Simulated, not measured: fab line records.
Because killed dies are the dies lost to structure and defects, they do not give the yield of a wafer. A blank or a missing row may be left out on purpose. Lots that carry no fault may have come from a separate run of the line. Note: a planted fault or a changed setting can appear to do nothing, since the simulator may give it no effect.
Problem report, 8D (eight disciplines) form, completed by code ; flow sky130 ; the parts of the form that need people (team, actions taken, sign-off) are left out

1. THE PROBLEM
At SKY_PAD_OPEN_PROBE_99, killed at front end averages 52 over 6 wafers from 2 lots, while fault-free wafers read 14, standard deviation 4.3. That puts it +9.0 standard deviations away from the usual mean.
Earliest sighting: wafer L642.1 on prober-02 at day 47 16:20. At this step, 39 wafers from 13 lots have a number in the record. The rule behind "out" and "out of limits": a value lying over 4 standard deviations away from the usual mean. The rest of the wafers with a number are treated as sound.

2. WHAT IT IS AND WHAT IT IS NOT
question;is;is not
which readings at this step;killed at front end;killed_at_M4_up, killed at other
which lots;L642, L647;L636, L638, L640, L641, L646, L653, L654, L655, L656, L657, L659
which wafers of those lots;all that have a number;-
read on which tools;prober-01, prober-02;-
when;from day 47 16:20;"up to then (12 sound wafers); but 21 sound wafers of L646, L653, L654, L655, L656, L657, L659 came after"

3. THE SUSPECTS, EACH WITH WHAT RULES IT OUT
Counting: a tool at a process step up to the reading stays a suspect if it ran every lot that is out and no sound lot after the first of them.
- wet bench-02 at SKY_NWELL_CLEAN_27 (cleans in SC1/SC2, time 150 s): ruled out as a lasting fault. The sound lots L657, L659 went through it after L642, its earliest lot that is out (day 6 20:47).
- plasma asher-03 at SKY_VIA4_STRIP_13 (strips in O2/N2): ruled out as a lasting fault. The sound lots L653, L657 went through it after L642, its earliest lot that is out (day 44 21:20).
Left after counting: nothing in the record.

4. THE CAUSE (what the simulator had put in)
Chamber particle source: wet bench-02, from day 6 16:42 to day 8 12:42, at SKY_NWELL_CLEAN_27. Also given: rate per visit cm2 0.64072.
It was ruled out by counting, in error; the rule expects a fault to strike all lots run on its tool from its start on, and this fault did not.

5. SEQUENCE OF EFFECTS, ordered by route
Each row: a reading where the mean over the struck wafers with a number is more than 3 standard deviations away from the usual. Readings are gone through only where the record gives a usual standard deviation; hours: the median, over the lots, of the time from a lot's start at the first step in this table giving one to that lot's start at this step; sigmas: the change measured in usual standard deviations.
hours;step;reading;usual;on struck wafers;change;sigmas
0;SKY_PAD_OPEN_PROBE_99;killed at front end;14;52;+38;+9.0
It contains these process steps:
- SKY_PAD_OPEN_PROBE_99

6. WHAT WOULD HAVE CAUGHT IT SOONER
In this record no reading fell out of limits until day 47 16:20, 984 hours after the fault had begun at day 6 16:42.
